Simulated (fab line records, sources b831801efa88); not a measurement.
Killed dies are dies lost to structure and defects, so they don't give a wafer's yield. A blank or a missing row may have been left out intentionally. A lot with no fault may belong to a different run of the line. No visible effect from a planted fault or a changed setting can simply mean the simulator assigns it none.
A struck lot beside a sound one    flow sky130    38 steps out of a route of 708
Sound: these wafers, L987.4, L987.5, L987.6. Wafers struck: L998.1, L998.2, L998.3. The cause is given at the end.
Each step with rows lists, per side, the tool, then ch with its chambers, then its first start. Under that, the readings that differ: sound wafers    struck wafers    difference of the means    sigmas: that difference in standard deviations of wafers without a fault.
alike: same words and numbers on both sides, and readings whose means sit less than 2 such deviations apart. not compared: any withheld reading, any reading some wafer has no value for, any bound like >300 that may hide the same value, and any number with overlapping values for which the record gives no deviation.
The two part at a step that has a row with sigmas, a row that says differs or no value, or rows on one side only. When numbers do not overlap yet have no deviation, they are printed without sigmas and do not part them. A reading that every wafer of one side lacks parts them only if that side has two wafers or more.

first, 11 steps without rows for these wafers: SKY_CAP2M_DEHYDRATE_05 (time 60 s); SKY_CAP2M_HMDS_06 (prime time 60 s); SKY_CAP2M_COAT_07 (resist thk 1140 nm); SKY_CAP2M_SOFTBAKE_08 (time 60 s); SKY_CAP2M_EXPOSE_09 (exposes mask CAP2M, target cd 1000 nm); SKY_CAP2M_PEB_10; SKY_CAP2M_DEVELOP_11 (develop time 60 s); SKY_CAP2M_METAL_ETCH_13 (etches TiN in Cl2/BCl3, stops on SiO2, target depth 220 nm, time 62.9 s); SKY_CAP2M_STRIP_14 (strips in O2/N2); SKY_CAP2M_STRIP_15 (strips in post etch residue remover, time 1200 s); SKY_CAP2M_CLEAN_16 (cleans in IPA, time 180 s).
SKY_CAP2M_CLEAN_17: cleans in O3/DIW.
  sound on wet-bench-02 ch 3, day 42 07:47; struck on wet-bench-01 ch 2, day 45 02:29
then, 25 steps without rows for these wafers: SKY_METAL4_DEHYDRATE_05 (time 60 s); SKY_METAL4_HMDS_06 (prime time 60 s); SKY_METAL4_COAT_07 (resist thk 60 nm); SKY_METAL4_COAT_08 (resist thk 1140 nm); SKY_METAL4_SOFTBAKE_09 (time 90 s); SKY_METAL4_EXPOSE_10 (exposes mask MM4, target cd 300 nm); SKY_METAL4_PEB_11; SKY_METAL4_DEVELOP_12 (develop time 60 s); SKY_METAL4_DESCUM_15 (chemistry O2, time 8 s); SKY_METAL4_ETCH_16 (etches BARC in N2/H2, stops on SiO2, time 88.2 s, target depth 60 nm); SKY_METAL4_ETCH_17 (etches SiO2 in C4F8/O2/Ar, stops on TiN, time 3.9 s, target depth 15 nm); SKY_METAL4_METAL_ETCH_18 (etches the open film in Cl2/BCl3, stops on SiO2, target depth 845 nm, time 183.1 s); SKY_METAL4_STRIP_19 (strips in O2/N2); SKY_METAL4_STRIP_20 (strips in post etch residue remover, time 1200 s); SKY_METAL4_CLEAN_21 (cleans in IPA, time 180 s); SKY_METAL4_CLEAN_22 (cleans in O3/DIW); SKY_VIA4_HDPCVD_00 (deposits SiO2, target thk 1750 nm, time 291.7 s); SKY_VIA4_CMP_02 (polishes SiO2); SKY_VIA4_DEHYDRATE_04 (time 60 s); SKY_VIA4_HMDS_05 (prime time 60 s); SKY_VIA4_COAT_06 (resist thk 1140 nm); SKY_VIA4_SOFTBAKE_07 (time 60 s); SKY_VIA4_EXPOSE_08 (exposes mask VIM4, target cd 800 nm); SKY_VIA4_PEB_09; SKY_VIA4_DEVELOP_10 (develop time 60 s).
-- the record jumps here: 5 days lie between the struck wafers' starts before and after (it left off in module VIA4 and takes up again in module PAD_OPEN, whose first step shown is number 708 of the route) --
SKY_PAD_OPEN_PROBE_99:
  sound: prober-01 at day 47 03:17; struck: prober-01 at day 49 17:17
reading                                sound              struck                                                                      difference                    sigmas
hold                                   - - -              await-dispo/0.9h/release await-dispo/0.9h/release await-dispo/0.9h/release  no value on the sound wafers  
defect-limited-yield (%)               83.7 81.5 81.5     75.0 76.2 76.0                                                              -6.5                          -3
killed-at-other                        0 1 0              43 44 48                                                                    +45                           +73
killed-dies                            80 91 91           123 117 118                                                                 +32                           +3
sort_bin_3_pad_short (%)               1.0 1.0 1.2        3.5 1.8 2.6                                                                 +1.6                          +4
sort_bin_5_function (%)                9.1 10.8 10.0      15.0 15.4 15.0                                                              +5.2                          +4
sort-n-pass                            412 401 401        369 375 374                                                                 -32                           -3
sort-yield-pct (%)                     83.7 81.5 81.5     75.0 76.2 76.0                                                              -6.5                          -3
model.etest.tester.sort-n-pass         412 401 401        369 375 374                                                                 -32                           
model.etest.tester.sort-yield-pct (%)  83.74 81.5 81.5    75 76.22 76.02                                                              -6                            
model.etest.tester.sort_bin_5_pct (%)  9.146 10.77 9.959  15.04 15.45 15.04                                                           +5.22                         
model.etest.tester.sort_bin_3_pct (%)  1.016 1.016 1.22   3.455 1.829 2.642                                                           +1.558                        
  alike: killed_at_M0_to_M3, killed_at_M4_up, killed-at-contacts, killed-at-front-end, killed-open, killed-short, sort_bin_6_memory

## WHERE THEY PART
Only at SKY_PAD_OPEN_PROBE_99, as far as this record shows.

WHY: what had been put in by the simulator
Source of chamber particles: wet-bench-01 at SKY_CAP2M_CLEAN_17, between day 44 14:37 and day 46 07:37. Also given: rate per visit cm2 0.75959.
